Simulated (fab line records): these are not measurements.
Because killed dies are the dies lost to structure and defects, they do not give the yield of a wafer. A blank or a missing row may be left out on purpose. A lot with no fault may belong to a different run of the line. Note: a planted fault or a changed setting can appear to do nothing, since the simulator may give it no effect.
The tool behind it: which one? + flow gf180mcu + 39 wafers from 13 lots sampled at 6 of the route's 602 steps

WHAT THE GAUGES SHOWED, per wafer
GF_HV_LDD_TW_MEAS_23.
| lot  | measured     | on            | HV_LDD_2_TW    |
|------|--------------|---------------|----------------|
| L117 | day 10 17:34 | film-metro-04 | 1064 1063 1064 |
| L118 | day 11 11:20 | film-metro-02 | 1035 1033 1036 |
| L121 | day 12 08:16 | film-metro-01 | 1052 1044 1050 |
| L126 | day 13 19:22 | film-metro-04 | 1064 1066 1068 |
| L131 | day 15 06:29 | film-metro-04 | 1063 1067 1071 |
| L132 | day 15 11:22 | film-metro-02 | 1032 1035 1042 |
| L133 | day 15 20:16 | film-metro-01 | 1051 1051 1050 |
| L134 | day 16 06:13 | film-metro-02 | 1049 1046 1047 |
| L135 | day 16 08:32 | film-metro-02 | 1044 1041 1047 |
| L136 | day 16 17:04 | film-metro-02 | 1045 1043 1049 |
| L137 | day 17 01:58 | film-metro-04 | 1064 1064 1061 |
| L138 | day 17 11:16 | film-metro-04 | 1068 1064 1063 |
| L140 | day 17 21:20 | film-metro-04 | 1064 1070 1067 |

GF_NSD_CD_MEAS_07 targets a cd of 400 nm.
| lot  | measured     | on        | cd-nm (nm)        |
|------|--------------|-----------|-------------------|
| L117 | day 13 09:35 | cd-sem-01 | 401.7 396.3 398.1 |
| L118 | day 14 04:45 | cd-sem-02 | 403.2 401.2 401.4 |
| L121 | day 15 00:34 | cd-sem-01 | - - -             |
| L126 | day 16 14:41 | cd-sem-01 | 398.7 400.2 398.5 |
| L131 | day 18 06:10 | cd-sem-01 | 401.3 402.1 401.9 |
| L132 | day 18 10:39 | cd-sem-02 | 397.6 400.0 400.9 |
| L133 | day 18 20:36 | cd-sem-01 | 400.6 401.3 401.8 |
| L134 | day 19 06:45 | cd-sem-01 | 401.0 401.0 399.2 |
| L135 | day 19 09:59 | cd-sem-01 | 399.8 402.0 401.3 |
| L136 | day 19 17:27 | cd-sem-01 | 398.6 397.5 401.0 |
| L137 | day 20 03:58 | cd-sem-01 | 401.1 400.4 401.6 |
| L138 | day 20 15:33 | cd-sem-02 | 399.5 398.0 399.6 |
| L140 | day 21 00:23 | cd-sem-01 | 400.6 399.2 402.6 |

GF_NSD_TW_MEAS_12.
| lot  | measured     | on            | NSD_TW         |
|------|--------------|---------------|----------------|
| L117 | day 13 10:08 | film-metro-03 | 4192 4187 4187 |
| L118 | day 14 05:17 | film-metro-03 | 4249 4238 4259 |
| L121 | day 15 01:07 | film-metro-03 | 30 30 30       |
| L126 | day 16 15:14 | film-metro-03 | 4242 4245 4240 |
| L131 | day 18 06:41 | film-metro-03 | 4214 4225 4224 |
| L132 | day 18 11:13 | film-metro-02 | 4183 4168 4169 |
| L133 | day 18 21:10 | film-metro-02 | 4168 4186 4157 |
| L134 | day 19 07:19 | film-metro-02 | 4216 4221 4230 |
| L135 | day 19 10:32 | film-metro-02 | 4217 4218 4197 |
| L136 | day 19 18:01 | film-metro-01 | 4235 4238 4239 |
| L137 | day 20 04:31 | film-metro-01 | 4258 4239 4226 |
| L138 | day 20 16:07 | film-metro-01 | 4235 4239 4239 |
| L140 | day 21 00:56 | film-metro-01 | 4253 4236 4263 |

WHICH TOOL RAN EACH LOT (tool, then ch and the chambers of the sampled wafers, then the start)
| lot  | GF_HV_LDD_STRIP_10                   | GF_HV_LDD_ETCHBACK_58              | GF_NSD_EXPOSE_04                    |
|------|--------------------------------------|------------------------------------|-------------------------------------|
| L117 | plasma-asher-03 ch 0,1, day 9 23:01  | rie-diel-02 ch 0,2,3, day 12 13:35 | iline-stepper-02 ch 0, day 13 00:15 |
| L118 | plasma-asher-01 ch 0,1, day 10 16:13 | rie-diel-01 ch 0,1, day 13 07:55   | iline-stepper-02 ch 0, day 13 18:07 |
| L121 | plasma-asher-03 ch 0,1, day 11 12:07 | rie-diel-02 ch 1,2,3, day 14 04:08 | iline-stepper-02 ch 0, day 14 13:58 |
| L126 | plasma-asher-03 ch 0,1, day 12 22:52 | rie-diel-02 ch 0,1,2, day 15 17:31 | iline-stepper-02 ch 0, day 16 04:04 |
| L131 | plasma-asher-01 ch 0,1, day 14 08:49 | rie-diel-04 ch 1,2, day 17 06:50   | iline-stepper-02 ch 0, day 17 19:01 |
| L132 | plasma-asher-01 ch 0,1, day 14 13:28 | rie-diel-02 ch 0,2,3, day 17 11:59 | iline-stepper-01 ch 0, day 17 23:11 |
| L133 | plasma-asher-04 ch 0,1, day 14 21:43 | rie-diel-02 ch 0,1,2, day 17 21:14 | iline-stepper-02 ch 0, day 18 08:32 |
| L134 | plasma-asher-04 ch 0,1, day 15 07:50 | rie-diel-02 ch 2,3, day 18 06:49   | iline-stepper-01 ch 0, day 18 18:50 |
| L135 | plasma-asher-01 ch 0,1, day 15 10:22 | rie-diel-02 ch 1,2,3, day 18 09:56 | iline-stepper-02 ch 0, day 18 22:19 |
| L136 | plasma-asher-04 ch 0,1, day 15 18:40 | rie-diel-01 ch 0,2,3, day 18 18:13 | iline-stepper-02 ch 0, day 19 05:30 |
| L137 | plasma-asher-03 ch 0,1, day 16 03:08 | rie-diel-01 ch 1,2,3, day 19 04:21 | iline-stepper-02 ch 0, day 19 15:57 |
| L138 | plasma-asher-01 ch 0,1, day 16 11:53 | rie-diel-04 ch 0,2,3, day 19 15:23 | iline-stepper-02 ch 0, day 20 03:30 |
| L140 | plasma-asher-04 ch 0,1, day 16 22:04 | rie-diel-04 ch 2,3, day 20 00:26   | iline-stepper-01 ch 0, day 20 12:08 |
- GF_HV_LDD_STRIP_10: strips in O2/N2.
- GF_HV_LDD_ETCHBACK_58: etches Si3N4 in CH3F/O2, stops on SiO2, time 100 s, target depth 90 nm.
- GF_NSD_EXPOSE_04: exposes mask Nplus, target cd 400 nm.

WHAT THE TOOLS THEMSELVES READ (means of the sampled wafers that have a number; where no wafer has one, the mark that the record gives instead)
GF_HV_LDD_STRIP_10.
| lot  | tool            | drypump-motor-current-A (A) | heater-power-w (W) | oes-product-au (a.u.) | strip-time-to-endpoint-s (s) |
|------|-----------------|-----------------------------|--------------------|-----------------------|------------------------------|
| L117 | plasma-asher-03 | 5.9                         | 272                | 0.714                 | 12.71                        |
| L118 | plasma-asher-01 | 5.3                         | 377                | 0.715                 | 12.63                        |
| L121 | plasma-asher-03 | 5.9                         | 272                | 0.711                 | 12.68                        |
| L126 | plasma-asher-03 | 5.9                         | 271                | 0.713                 | 12.66                        |
| L131 | plasma-asher-01 | 5.3                         | 375                | 0.714                 | 12.65                        |
| L132 | plasma-asher-01 | 5.3                         | 368                | 0.718                 | 12.61                        |
| L133 | plasma-asher-04 | 5.9                         | 344                | 0.714                 | 12.59                        |
| L134 | plasma-asher-04 | 6.0                         | 347                | 0.714                 | 12.66                        |
| L135 | plasma-asher-01 | 5.3                         | 371                | 0.718                 | 12.67                        |
| L136 | plasma-asher-04 | 5.9                         | 347                | 0.717                 | 12.63                        |
| L137 | plasma-asher-03 | 5.9                         | 268                | 0.718                 | 12.64                        |
| L138 | plasma-asher-01 | 5.4                         | 379                | 0.714                 | 12.65                        |
| L140 | plasma-asher-04 | 6.0                         | 342                | 0.719                 | 12.64                        |

GF_HV_LDD_ETCHBACK_58.
| lot  | tool        | O2_flow_sccm (sccm) | ch3f-flow-sccm (sccm) | drypump-motor-current-A (A) | oes-product-au (a.u.) | throttle-valve-pct (%) |
|------|-------------|---------------------|-----------------------|-----------------------------|-----------------------|------------------------|
| L117 | rie-diel-02 | 30.04               | 40.03                 | 5.88                        | 0.844                 | 10.557                 |
| L118 | rie-diel-01 | 29.97               | 39.97                 | 6.19                        | 0.834                 | 10.547                 |
| L121 | rie-diel-02 | 30.02               | 40.07                 | 5.83                        | 0.838                 | 10.549                 |
| L126 | rie-diel-02 | 30.00               | 39.98                 | 5.83                        | 0.849                 | 10.556                 |
| L131 | rie-diel-04 | 30.12               | 40.00                 | 5.86                        | 0.842                 | 10.564                 |
| L132 | rie-diel-02 | 29.99               | 40.00                 | 5.88                        | 0.859                 | 10.565                 |
| L133 | rie-diel-02 | 30.01               | 40.06                 | 5.87                        | 0.843                 | 10.568                 |
| L134 | rie-diel-02 | 29.95               | 39.89                 | 5.70                        | 0.833                 | 10.560                 |
| L135 | rie-diel-02 | 29.97               | 40.04                 | 5.83                        | 0.845                 | 10.556                 |
| L136 | rie-diel-01 | 30.04               | 40.02                 | 6.24                        | 0.847                 | 10.554                 |
| L137 | rie-diel-01 | 30.04               | 40.04                 | 6.21                        | 0.854                 | 10.562                 |
| L138 | rie-diel-04 | 29.98               | 39.99                 | 5.66                        | 0.844                 | 10.560                 |
| L140 | rie-diel-04 | 29.95               | 39.93                 | 5.66                        | 0.846                 | 10.557                 |

GF_NSD_EXPOSE_04.
| lot  | tool             | focus-offset-nm (nm) |
|------|------------------|----------------------|
| L117 | iline-stepper-02 | -0.1                 |
| L118 | iline-stepper-02 | -0.4                 |
| L121 | iline-stepper-02 | -0.8                 |
| L126 | iline-stepper-02 | -0.1                 |
| L131 | iline-stepper-02 | -0.1                 |
| L132 | iline-stepper-01 | -0.0                 |
| L133 | iline-stepper-02 | 0.2                  |
| L134 | iline-stepper-01 | 0.0                  |
| L135 | iline-stepper-02 | 0.2                  |
| L136 | iline-stepper-02 | -0.1                 |
| L137 | iline-stepper-02 | -0.7                 |
| L138 | iline-stepper-02 | 0.2                  |
| L140 | iline-stepper-01 | -0.5                 |

THE ANSWER, worked out from the rows above alone
Rule: usual is defined by the lots themselves. Put in order of their means at a reading, lots are off if they are a third of the lots or fewer, leave a main group of 4 or more, and stand apart from it by a gap of 3 or more times the standard deviation of the main group's means; of several such gaps the widest counts. A main group whose means are all the same, to the digits that the tables above print for the reading, isn't used. Also off: a lot with no number at a reading for which 4 or more lots have one. Where the step has rows for the other lots, those lots are counted as sound. The gauges are gone through in route order, then the tools' own readings, and for those a lot's mean is taken as printed above. The first step at which some lot is off is used, and at that step the reading that is off furthest; a lot without a number counts as furthest.
Off: L121 (GF_NSD_CD_MEAS_07, cd-nm). Without a number there: L121. For the main group the mean is 400.3 nm and the standard deviation 1.1.
If a tool, at a process step before that reading, ran all the lots that are off and no sound lot after the first of them, it fits. The gauges at GF_NSD_CD_MEAS_07 aren't tried: what is off there is off at GF_NSD_TW_MEAS_12 too, on other tools, and a gauge's error can't cause that. Not one of the candidates tried fits.

WHAT THE SIMULATOR PUT IN
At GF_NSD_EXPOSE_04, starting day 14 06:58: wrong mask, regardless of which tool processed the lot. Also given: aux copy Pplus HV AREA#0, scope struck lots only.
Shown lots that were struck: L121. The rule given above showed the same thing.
